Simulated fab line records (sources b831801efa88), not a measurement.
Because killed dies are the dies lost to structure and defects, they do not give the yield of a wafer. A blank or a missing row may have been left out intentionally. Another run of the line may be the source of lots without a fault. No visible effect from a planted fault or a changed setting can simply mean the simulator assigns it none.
fab line records + flow sky130
[record]
- lots = 14
- wafers = 42
- lastDay = 50
route steps=708 shown VIA2@519 METAL3@532 VIA3@583
lots that met no fault: taken from a fault-free run of the same line
startH: the number of hours between the record's first day and the start of the first shown wafer of the lot + waitH: how many hours have passed since the lot's step before this one + " repeats the value in the row above + L1.1+2: a row that stands for several wafers + - no value present, or no start provided + * or withheld: withheld + < > ~ a bound
route shown NAME@n: names a module that has steps shown in the file, with the first one's number in the route + usual: average and standard deviation across the fault-free wafers + same: alike in all rows + chamber/n: place in a boat + sites: the reading at each site + _std_site: their standard deviation + _edge_site: the outer-site mean with the inner-site mean subtracted + radiusMm: how far each site lies from the wafer's centre + mask NAME#n: copy n + behind: the last tool/chamber to shape the wafer + hold: what put the lot on hold/how long, in hours/how the hold closed + device: the n, p or np transistor that did not switch + end of line: at the end of the route, the tests of the same wafers + step lacking rows: just its recipe + killed: at the first sort, the dies lost to defects and structure; wafer yield is something else + map: the dies of a wafer, with x for killed, . for not killed, _ for no die there
set.NAME: the setting as run; set.NAME@STEP: as run at that earlier step + model.NAME: the simulator's own value behind a step, which no gauge read
the route's steps for a sample of lots (tables are steps, rows are wafers)
services: when a tool's chamber went out of use (startH, in hours from the record's first day, below 0 if earlier), for how many hours, and the reason
[[steps]]
[step SKY_VIA2_CD_MEAS_12]
[recipe]
- targetCdNm = 200
[usual]
- cdNm = 199.9/1.3
| lot.wafer | tool     | chamber | startH  | waitH | cdNm  |
|-----------|----------|---------|---------|-------|-------|
| L203.2    | cdSem-01 | -       | 853.90  | -     | 198.6 |
| L203.3    | "        | -       | "       | "     | 198.2 |
| L203.4    | "        | -       | "       | "     | 197.9 |
| L206.1    | cdSem-02 | -       | 876.08  | -     | 199.9 |
| L206.2    | "        | -       | "       | "     | 199.4 |
| L206.5    | "        | -       | "       | "     | 199.1 |
| L207.1    | cdSem-02 | -       | 886.87  | -     | 201.0 |
| L207.3    | "        | -       | "       | "     | 199.8 |
| L207.6    | "        | -       | "       | "     | 200.3 |
| L208.1    | cdSem-01 | -       | 898.27  | -     | 199.3 |
| L208.4    | "        | -       | "       | "     | 198.9 |
| L208.6    | "        | -       | "       | "     | 198.7 |
| L210.1    | cdSem-02 | -       | 910.62  | -     | 201.9 |
| L210.3    | "        | -       | "       | "     | 200.9 |
| L210.5    | "        | -       | "       | "     | 200.2 |
| L211.2    | cdSem-01 | -       | 913.75  | -     | 198.9 |
| L211.3    | "        | -       | "       | "     | 198.3 |
| L211.5    | "        | -       | "       | "     | 198.1 |
| L212.2    | cdSem-01 | -       | 927.14  | -     | 200.2 |
| L212.4    | "        | -       | "       | "     | 199.5 |
| L212.5    | "        | -       | "       | "     | 199.4 |
| L214.1    | cdSem-02 | -       | 931.83  | -     | 199.8 |
| L214.2    | "        | -       | "       | "     | 199.9 |
| L214.5    | "        | -       | "       | "     | 198.6 |
| L213.1    | cdSem-02 | -       | 932.57  | -     | 201.6 |
| L213.4    | "        | -       | "       | "     | 200.4 |
| L213.5    | "        | -       | "       | "     | 202.6 |
| L216.2    | cdSem-02 | -       | 946.30  | -     | 199.8 |
| L216.3    | "        | -       | "       | "     | 198.5 |
| L216.4    | "        | -       | "       | "     | 199.5 |
| L217.2    | cdSem-02 | -       | 961.55  | -     | 202.7 |
| L217.3    | "        | -       | "       | "     | 201.5 |
| L217.4    | "        | -       | "       | "     | 202.9 |
| L223.2    | cdSem-01 | -       | 1005.84 | -     | 199.9 |
| L223.5    | "        | -       | "       | "     | 201.3 |
| L223.6    | "        | -       | "       | "     | 201.1 |
| L224.2    | cdSem-01 | -       | 1013.05 | -     | 198.1 |
| L224.3    | "        | -       | "       | "     | 198.1 |
| L224.6    | "        | -       | "       | "     | 199.2 |
| L225.2    | cdSem-01 | -       | 1015.34 | -     | 199.1 |
| L225.4    | "        | -       | "       | "     | 198.3 |
| L225.5    | "        | -       | "       | "     | 198.4 |
[step SKY_METAL3_SPUTTER_00]
[recipe]
- material = Ti
- targetThkNm = 15
- powerW = 3000
- timeS = 10
- chamberPressurePa = 0.4
[usual]
- throttleValvePct = 29.8/0.97
| lot.wafer | tool          | chamber | startH  | waitH | throttleValvePct |
|-----------|---------------|---------|---------|-------|------------------|
| L203.2    | pvdSputter-04 | -       | 855.41  | 0.1   | 31.9             |
| L203.3    | "             | -       | "       | "     | 28.2             |
| L203.4    | "             | -       | "       | "     | 29.5             |
| L206.1    | pvdSputter-04 | -       | 877.61  | 0.2   | 28.2             |
| L206.2    | "             | -       | "       | "     | 30.3             |
| L206.5    | "             | -       | "       | "     | 29.6             |
| L207.1    | pvdSputter-04 | -       | 888.39  | 0.2   | 29.6             |
| L207.3    | "             | -       | "       | "     | 28.4             |
| L207.6    | "             | -       | "       | "     | 28.4             |
| L208.1    | pvdSputter-02 | -       | 899.98  | 0.2   | 30.2             |
| L208.4    | "             | -       | "       | "     | 29.1             |
| L208.6    | "             | -       | "       | "     | 30.0             |
| L210.1    | pvdSputter-02 | -       | 912.15  | 0.1   | 30.2             |
| L210.3    | "             | -       | "       | "     | 29.1             |
| L210.5    | "             | -       | "       | "     | 29.4             |
| L211.2    | pvdSputter-02 | -       | 915.26  | 0.1   | 29.3             |
| L211.3    | "             | -       | "       | "     | 30.6             |
| L211.5    | "             | -       | "       | "     | 29.0             |
| L212.2    | pvdSputter-02 | -       | 928.65  | 0.2   | 29.4             |
| L212.4    | "             | -       | "       | "     | 30.2             |
| L212.5    | "             | -       | "       | "     | 28.9             |
| L214.1    | pvdSputter-04 | -       | 933.37  | 0.2   | 32.0             |
| L214.2    | "             | -       | "       | "     | 30.4             |
| L214.5    | "             | -       | "       | "     | 28.4             |
| L213.1    | pvdSputter-04 | -       | 934.10  | 0.1   | 28.6             |
| L213.4    | "             | -       | "       | "     | 31.6             |
| L213.5    | "             | -       | "       | "     | 28.4             |
| L216.2    | pvdSputter-01 | -       | 947.90  | 0.1   | 30.0             |
| L216.3    | "             | -       | "       | "     | 30.4             |
| L216.4    | "             | -       | "       | "     | 30.5             |
| L217.2    | pvdSputter-04 | -       | 963.11  | 0.2   | 29.5             |
| L217.3    | "             | -       | "       | "     | 30.5             |
| L217.4    | "             | -       | "       | "     | 32.0             |
| L223.2    | pvdSputter-02 | -       | 1007.39 | 0.1   | 30.0             |
| L223.5    | "             | -       | "       | "     | 29.1             |
| L223.6    | "             | -       | "       | "     | 29.9             |
| L224.2    | pvdSputter-01 | -       | 1014.65 | 0.1   | 27.9             |
| L224.3    | "             | -       | "       | "     | 29.7             |
| L224.6    | "             | -       | "       | "     | 30.4             |
| L225.2    | pvdSputter-04 | -       | 1016.89 | 0.2   | 29.2             |
| L225.4    | "             | -       | "       | "     | 30.3             |
| L225.5    | "             | -       | "       | "     | 30.4             |
[step SKY_METAL3_CD_MEAS_13]
[recipe]
- targetCdNm = 300
[usual]
- cdNm = 299.8/1.2
| lot.wafer | tool     | chamber | startH  | waitH | cdNm  |
|-----------|----------|---------|---------|-------|-------|
| L203.2    | cdSem-02 | -       | 906.95  | -     | 300.2 |
| L203.3    | "        | -       | "       | "     | 299.6 |
| L203.4    | "        | -       | "       | "     | 299.6 |
| L206.1    | cdSem-02 | -       | 928.77  | -     | 300.9 |
| L206.2    | "        | -       | "       | "     | 300.8 |
| L206.5    | "        | -       | "       | "     | 300.1 |
| L207.1    | cdSem-01 | -       | 939.06  | -     | 296.9 |
| L207.3    | "        | -       | "       | "     | 296.9 |
| L207.6    | "        | -       | "       | "     | 296.8 |
| L208.1    | cdSem-02 | -       | 949.36  | -     | 300.2 |
| L208.4    | "        | -       | "       | "     | 299.5 |
| L208.6    | "        | -       | "       | "     | 299.8 |
| L210.1    | cdSem-01 | -       | 962.48  | -     | 300.0 |
| L210.3    | "        | -       | "       | "     | 301.4 |
| L210.5    | "        | -       | "       | "     | 301.3 |
| L211.2    | cdSem-01 | -       | 963.90  | -     | 300.8 |
| L211.3    | "        | -       | "       | "     | 300.8 |
| L211.5    | "        | -       | "       | "     | 300.0 |
| L212.2    | cdSem-01 | -       | 977.25  | -     | 299.4 |
| L212.4    | "        | -       | "       | "     | 297.4 |
| L212.5    | "        | -       | "       | "     | 300.1 |
| L214.1    | cdSem-02 | -       | 981.82  | -     | 301.0 |
| L214.2    | "        | -       | "       | "     | 299.3 |
| L214.5    | "        | -       | "       | "     | 300.8 |
| L213.1    | cdSem-01 | -       | 983.67  | -     | 299.6 |
| L213.4    | "        | -       | "       | "     | 300.4 |
| L213.5    | "        | -       | "       | "     | 300.0 |
| L216.2    | cdSem-02 | -       | 998.19  | -     | 299.8 |
| L216.3    | "        | -       | "       | "     | 298.6 |
| L216.4    | "        | -       | "       | "     | 299.4 |
| L217.2    | cdSem-02 | -       | 1012.13 | -     | 300.0 |
| L217.3    | "        | -       | "       | "     | 299.6 |
| L217.4    | "        | -       | "       | "     | 300.0 |
| L223.2    | cdSem-01 | -       | 1053.18 | -     | 300.8 |
| L223.5    | "        | -       | "       | "     | 300.2 |
| L223.6    | "        | -       | "       | "     | 299.5 |
| L224.2    | cdSem-02 | -       | 1059.31 | -     | 300.0 |
| L224.3    | "        | -       | "       | "     | 299.8 |
| L224.6    | "        | -       | "       | "     | 300.2 |
| L225.2    | cdSem-02 | -       | 1062.16 | -     | 299.0 |
| L225.4    | "        | -       | "       | "     | 298.6 |
| L225.5    | "        | -       | "       | "     | 296.9 |
[step SKY_VIA3_PEB_10]
[recipe]
- pebTempC = withheld
- pebTimeS = withheld
- resist = KrF-thick
[usual]
- chillPlateTempC = *
- exhaustPa = 45.0/0.87
| lot.wafer | tool          | chamber | startH | waitH | chillPlateTempC | exhaustPa |
|-----------|---------------|---------|--------|-------|-----------------|-----------|
| L203.2    | lithoTrack-01 | 0       | 932    | -     | *               | 45.2      |
| L203.3    | "             | 0       | "      | "     | *               | 45.1      |
| L203.4    | "             | 0       | "      | "     | *               | 45.3      |
| L206.1    | lithoTrack-01 | 0       | 954    | -     | *               | 46.2      |
| L206.2    | "             | 0       | "      | "     | *               | 45.7      |
| L206.5    | "             | 0       | 955    | -     | *               | 46.5      |
| L207.1    | lithoTrack-04 | 0       | 964    | -     | *               | 45.4      |
| L207.3    | "             | 0       | "      | "     | *               | 45.7      |
| L207.6    | "             | 0       | "      | "     | *               | 45.1      |
| L208.1    | lithoTrack-01 | 0       | 974    | -     | *               | 45.0      |
| L208.4    | "             | 0       | "      | "     | *               | 45.2      |
| L208.6    | "             | 0       | 975    | -     | *               | 44.8      |
| L210.1    | lithoTrack-02 | 0       | 987    | -     | *               | 44.2      |
| L210.3    | "             | 0       | "      | "     | *               | 44.8      |
| L210.5    | "             | 0       | "      | "     | *               | 43.3      |
| L211.2    | lithoTrack-01 | 0       | 989    | -     | *               | 44.8      |
| L211.3    | "             | 0       | "      | "     | *               | 45.5      |
| L211.5    | "             | 0       | "      | "     | *               | 44.6      |
| L212.2    | lithoTrack-01 | 0       | 1002   | -     | *               | 44.6      |
| L212.4    | "             | 0       | "      | "     | *               | 45.3      |
| L212.5    | "             | 0       | "      | "     | *               | 45.6      |
| L214.1    | lithoTrack-01 | 0       | 1007   | -     | *               | 44.9      |
| L214.2    | "             | 0       | "      | "     | *               | 46.1      |
| L214.5    | "             | 0       | "      | "     | *               | 44.7      |
| L213.1    | lithoTrack-02 | 0       | 1008   | -     | *               | 45.4      |
| L213.4    | "             | 0       | "      | "     | *               | 45.7      |
| L213.5    | "             | 0       | "      | "     | *               | 45.6      |
| L216.2    | lithoTrack-02 | 0       | 1021   | -     | *               | 43.6      |
| L216.3    | "             | 0       | "      | "     | *               | 44.5      |
| L216.4    | "             | 0       | "      | "     | *               | 44.8      |
| L217.2    | lithoTrack-04 | 0       | 1035   | -     | *               | 44.0      |
| L217.3    | "             | 0       | "      | "     | *               | 44.2      |
| L217.4    | "             | 0       | "      | "     | *               | 44.3      |
| L223.2    | lithoTrack-04 | -       | 1076   | -     | -               | -         |
| L223.5    | "             | -       | "      | "     | -               | -         |
| L223.6    | "             | -       | "      | "     | -               | -         |
| L224.2    | lithoTrack-01 | -       | 1081   | -     | -               | -         |
| L224.3    | "             | -       | "      | "     | -               | -         |
| L224.6    | "             | -       | "      | "     | -               | -         |
| L225.2    | lithoTrack-01 | 0       | 1084   | -     | *               | 44.9      |
| L225.4    | "             | 0       | "      | "     | *               | 45.4      |
| L225.5    | "             | 0       | "      | "     | *               | 45.1      |
[[services]]
| tool          | chamber | startH  | hours | kind   |
|---------------|---------|---------|-------|--------|
| pvdSputter-01 | -       | 912.02  | 5.0   | repair |
| pvdSputter-04 | -       | 942.86  | 2.5   | repair |
| pvdSputter-01 | -       | 962.70  | 3.1   | repair |
| pvdSputter-04 | -       | 1036.50 | 5.6   | repair |
| pvdSputter-01 | -       | 1051.63 | 1.2   | repair |
| pvdSputter-02 | -       | 1065.20 | 1.7   | repair |
[[key]]
[firstSign]
- step = SKY_VIA3_PEB_10
- reading = toolRecord
- direction = missing
effect none on later readings
metAt SKY_VIA3_PEB_10
struckLots L223,L224
laterRowsLeftOut L223.2,L223.5,L223.6,L224.2,L224.3,L224.6
sortLeftOut L223.2,L223.5,L223.6,L224.2,L224.3,L224.6
notActingAt SKY_VIA2_CD_MEAS_12,SKY_METAL3_SPUTTER_00,SKY_METAL3_CD_MEAS_13
onsetBetween 1035 1076
[fault]
- kind = skippedStepWhole
- tool = lithoTrack-01,lithoTrack-04
- chamber = -
- onsetH = 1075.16
- steps = SKY_VIA3_PEB_10
- scope = struckLotsOnly
// sortLeftOut: the simulated sort isn't trusted on such a fault, so these wafers' sort isn't shown, and their yield isn't known
// laterRowsLeftOut: the simulator's readings of these wafers behind a module that went badly wrong aren't trusted and aren't shown, but for the sort
